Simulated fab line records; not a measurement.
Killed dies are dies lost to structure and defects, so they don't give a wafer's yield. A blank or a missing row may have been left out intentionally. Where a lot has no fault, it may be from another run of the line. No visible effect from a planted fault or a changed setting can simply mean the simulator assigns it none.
The tool behind it: which one? | flow sky130 | 10 lots, 30 wafers sampled, at 3 steps of a route of 708

WHAT EACH GAUGE READ, for each wafer
SKY_SD_N_CD_MEAS_07: target cd 380 nm. Usual: cdNm 379.6 nm, standard deviation 2.4.
lot  | measured     | on       | cdNm (nm)         | flag
L775 | day 28 16:04 | cdSem-01 | 380.2 379.6 377.6 | 
L776 | day 29 07:29 | cdSem-02 | 376.7 375.0 375.6 | 
L777 | day 29 10:19 | cdSem-01 | 379.5 379.9 380.6 | 
L786 | day 32 05:44 | cdSem-02 | 378.3 381.1 379.3 | 
L790 | day 33 15:50 | cdSem-02 | 380.6 378.4 378.5 | 
L791 | day 33 16:55 | cdSem-02 | 380.2 382.6 382.5 | 
L793 | day 34 12:47 | cdSem-02 | 376.6 376.5 377.0 | 
L794 | day 35 00:15 | cdSem-02 | 380.9 382.1 384.2 | 
L795 | day 35 04:44 | cdSem-02 | 377.1 375.1 374.5 | 
L796 | day 35 19:32 | cdSem-01 | 384.5 382.7 377.8 | 

EACH LOT AND THE TOOL THAT RAN IT (in order: tool; ch and the chambers of the sampled wafers; start)
lot  | SKY_LDD_P_STRIP_10                  | SKY_POLY_CUT_ETCH_11
L775 | plasmaAsher-04 ch 0,1, day 19 19:54 | rieDiel-02 ch 0,2,3, day 24 23:26
L776 | plasmaAsher-04 ch 1, day 20 08:46   | rieDiel-01 ch 0,1,2, day 25 16:55
L777 | plasmaAsher-01 ch 0,1, day 20 16:53 | rieDiel-02 ch 1,2, day 25 19:50
L786 | plasmaAsher-02 ch 0,1, day 23 17:34 | rieDiel-04 ch 0,2, day 28 18:07
L790 | plasmaAsher-02 ch 0,1, day 25 05:50 | rieDiel-02 ch 0,1,3, day 30 04:17
L791 | plasmaAsher-02 ch 0, day 25 08:29   | rieDiel-01 ch 1,2, day 30 06:38
L793 | plasmaAsher-04 ch 0,1, day 26 08:44 | rieDiel-04 ch 1,3, day 31 05:29
L794 | plasmaAsher-04 ch 0,1, day 26 20:35 | rieDiel-02 ch 0,1,2, day 31 16:07
L795 | plasmaAsher-02 ch 0,1, day 27 00:38 | rieDiel-01 ch 0,1,3, day 31 21:10
L796 | plasmaAsher-01 ch 1, day 27 14:13   | rieDiel-01 ch 2,3, day 32 11:13
- SKY_LDD_P_STRIP_10: strips in O2/N2.
- SKY_POLY_CUT_ETCH_11: etches Si3N4 in CF4/CH2F2/Ar, stops on poly-Si, time 42.5 s, target depth 60 nm.

AS READ BY THE TOOLS THEMSELVES (means over the sampled wafers that have a number; for cases with no such wafer, the mark the record gives instead)
SKY_LDD_P_STRIP_10. Usual: drypumpMotorCurrentA 5.8 A, standard deviation 0.47; oesProductAu 0.715 a.u., standard deviation 0.0047; stripTimeToEndpointS 14.18 s, standard deviation 0.047.
lot  | tool           | drypumpMotorCurrentA (A) | oesProductAu (a.u.) | stripTimeToEndpointS (s) | flag
L775 | plasmaAsher-04 | 5.8                      | 0.717               | 14.22                    | 
L776 | plasmaAsher-04 | 5.9                      | 0.712               | 14.26                    | 
L777 | plasmaAsher-01 | 5.7                      | 0.713               | 14.20                    | 
L786 | plasmaAsher-02 | 6.1                      | 0.715               | 14.14                    | 
L790 | plasmaAsher-02 | 6.1                      | 0.711               | 14.21                    | 
L791 | plasmaAsher-02 | 6.6                      | 0.718               | 14.15                    | 
L793 | plasmaAsher-04 | 5.8                      | 0.718               | 14.13                    | 
L794 | plasmaAsher-04 | 5.8                      | 0.713               | 14.21                    | 
L795 | plasmaAsher-02 | 5.6                      | 0.719               | 14.18                    | 
L796 | plasmaAsher-01 | 5.7                      | 0.715               | 14.18                    | 

SKY_POLY_CUT_ETCH_11. Usual: biasW 150.1 W, standard deviation 0.52; cf4FlowSccm 39.98 sccm, standard deviation 0.13; drypumpMotorCurrentA 5.7 A, standard deviation 0.41; oesProductAu 0.830 a.u., standard deviation 0.0067; throttleValvePct 14.993 %, standard deviation 0.0093.
lot  | tool       | biasW (W) | cf4FlowSccm (sccm) | drypumpMotorCurrentA (A) | oesProductAu (a.u.) | throttleValvePct (%) | flag
L775 | rieDiel-02 | 149.7     | 39.92              | 5.8                      | 0.837               | 14.999               | 
L776 | rieDiel-01 | 149.6     | 39.97              | 5.4                      | 0.824               | 14.983               | 
L777 | rieDiel-02 | 150.3     | 40.05              | 5.6                      | 0.822               | 14.997               | 
L786 | rieDiel-04 | 149.8     | 39.99              | 6.1                      | 0.836               | 14.989               | 
L790 | rieDiel-02 | 149.9     | 39.98              | 5.8                      | 0.823               | 14.990               | 
L791 | rieDiel-01 | 150.2     | 40.11              | 5.1                      | 0.828               | 14.996               | 
L793 | rieDiel-04 | 150.0     | 39.83              | 5.3                      | 0.830               | 14.991               | 
L794 | rieDiel-02 | 149.8     | 39.99              | 5.8                      | 0.837               | 14.996               | 
L795 | rieDiel-01 | 150.1     | 39.95              | 5.8                      | 0.829               | 15.000               | 
L796 | rieDiel-01 | 150.0     | 40.04              | 5.7                      | 0.834               | 14.993               | 

THE ANSWER, worked out from the rows above alone
Rule: a lot counts as off when the mean over its wafers that have a number is more than 3 standard deviations away from the usual mean. Also off: a lot with no number at a reading for which 4 or more lots have one. The other lots that the step has rows for count as sound. The gauges are gone through in route order, then the tools' own readings, and for those a lot's mean is taken as printed above. At the first step where some lot is off, the reading lying furthest off is the one used; lots without a number count as furthest.
None of the lots is off at any reading shown; this tells nothing.

WHAT HAD BEEN PUT IN BY THE SIMULATOR
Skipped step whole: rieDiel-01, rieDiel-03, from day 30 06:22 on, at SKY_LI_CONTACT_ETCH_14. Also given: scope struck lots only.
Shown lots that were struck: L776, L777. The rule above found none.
